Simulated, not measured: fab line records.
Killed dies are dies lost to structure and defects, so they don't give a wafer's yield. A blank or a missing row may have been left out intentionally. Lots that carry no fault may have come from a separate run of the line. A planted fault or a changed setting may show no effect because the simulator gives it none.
Struck lot and sound lot, side by side | flow sfq_line | 15 out of 325 route steps
Sound: the wafers L352.3, L352.4, L352.6. Struck: wafer L355.4. (L355.1, L355.6 of the same lot were not struck and are left out.) The cause comes at the end.
Order at every step that has rows: each side's tool, ch and its chambers, its first start. Under that, the readings that differ: sound wafers | struck wafers | difference of the means | sigmas: that difference in standard deviations of wafers without a fault.
alike: words and numbers the same on both sides, and readings whose means are apart by under 2 such deviations; not compared: readings that were withheld, readings missing a value for some wafer, numbers with overlapping values and no deviation given by the record, and bounds like >300 which may hide the same value.
A row with sigmas, a row that says differs or no value, or rows on one side alone: a step with any of these is where the two part. Numbers that don't overlap but have no deviation are shown without sigmas and don't part them. Lack of a reading on every wafer of one side parts them only where that side has two or more wafers.

first, 1 step without rows for these wafers: SFQ_TRILAYER_M0_STRIP_SOLV_CLEAN_026 (cleans in NMP, time 600 s).
SFQ_TRILAYER_I0_DEP_PECVD_027: deposits SiO2 from SiH4/N2O, time 111.11 s, target thk 500 nm.
  sound on pecvd-03 ch 1,2, day 12 17:41; struck on pecvd-02 ch 1, day 13 14:05
  reading            | sound    | struck | difference | sigmas
  heater_power_w (W) | 88 88 73 | 58     | -25        | -2
  alike: throttle_valve_pct
  not compared: since_wet_clean_h
SFQ_TRILAYER_I0_CMP_CMP_028: polishes SiO2.
  sound on cmp-02 ch 2,3, day 12 19:35; struck on cmp-02 ch 0, day 13 14:10
  reading             | sound        | struck | difference | sigmas
  motor_current_A (A) | 10.2 9.8 9.6 | 13.5   | +3.6       | +3
  alike: time_to_endpoint_s
SFQ_I0_BOW_MEAS_907:
  struck on film_metro-03, day 13 17:10; sound on film_metro-02, day 12 22:37
  alike: I0_BOW
SFQ_TRILAYER_I0_METRO_MEASURE_029:
  struck on film_metro-03, day 13 17:17; sound on film_metro-02, day 12 23:06
  reading     | sound             | struck | difference | sigmas
  thk_nm (nm) | 199.4 200.9 200.9 | 203.2  | +2.8       | +3
then, 6 steps without rows for these wafers: SFQ_TRILAYER_I0_VIA_LITHO_COAT_036 (resist thk 62 nm); SFQ_TRILAYER_I0_VIA_LITHO_COAT_031 (resist thk 650 nm); SFQ_TRILAYER_I0_VIA_LITHO_SOFTBAKE_035; SFQ_TRILAYER_I0_VIA_LITHO_EXPOSE_032 (exposes mask I0, target cd 500 nm); SFQ_TRILAYER_I0_VIA_LITHO_PEB_034 (peb time 60 s); SFQ_TRILAYER_I0_VIA_LITHO_DEVELOP_033 (time 60 s).
-- the record jumps here: 6 days lie between the struck wafers' starts before and after --
SFQ_I0_OVL_MEAS_908:
  struck on overlay-01, day 19 19:29; sound on overlay-02, day 18 11:24
  alike: I0_OVL
SFQ_TRILAYER_I0_VIA_BARC_OPEN_VIA_ETCH_046: etches BARC in O2, target depth 125 nm, time 41.7 s.
  sound on rie_diel-02 ch 0,1,3, day 18 11:26; struck on rie_diel-01 ch 3, day 19 19:32
  reading                                                 | sound           | struck | difference | sigmas
  model.KrF_of_TRILAYER_I0_VIA_LITHO_COAT_031.thk_nm (nm) | 575.1 574 573.9 | 582.4  | +8.1       |
  alike: drypump_motor_current_A, oes_product_au
  not compared: rf_hours_counter_h
SFQ_TRILAYER_I0_VIA_ETCH_VIA_ETCH_034: etches SiO2 in CHF3, stops on Nb, target depth 260 nm.
  sound on rie_diel-02 ch 0,1,3, day 18 11:28; struck on rie_diel-01 ch 3, day 19 19:34
  reading                                                 | sound           | struck | difference | sigmas
  model.KrF_of_TRILAYER_I0_VIA_LITHO_COAT_031.thk_nm (nm) | 530.4 529 528.3 | 537.3  | +8.1       |
  alike: drypump_motor_current_A, oes_product_au
SFQ_TRILAYER_I0_VIA_STRIP_STRIP_035: strips in O2.
  sound on rie_metal-01 ch 0,1, day 18 11:47; struck on rie_metal-01 ch 1, day 19 19:41
  alike: drypump_motor_current_A, oes_product_au
  not compared: rf_hours_counter_h

== WHERE THEY PART ==
First at SFQ_TRILAYER_I0_DEP_PECVD_027; last, within this record, at SFQ_TRILAYER_I0_METRO_MEASURE_029. Later steps at which nothing parts them and some readings are alike: SFQ_I0_OVL_MEAS_908, SFQ_TRILAYER_I0_VIA_BARC_OPEN_VIA_ETCH_046, SFQ_TRILAYER_I0_VIA_ETCH_VIA_ETCH_034, SFQ_TRILAYER_I0_VIA_STRIP_STRIP_035.

WHY: the cause the simulator had injected
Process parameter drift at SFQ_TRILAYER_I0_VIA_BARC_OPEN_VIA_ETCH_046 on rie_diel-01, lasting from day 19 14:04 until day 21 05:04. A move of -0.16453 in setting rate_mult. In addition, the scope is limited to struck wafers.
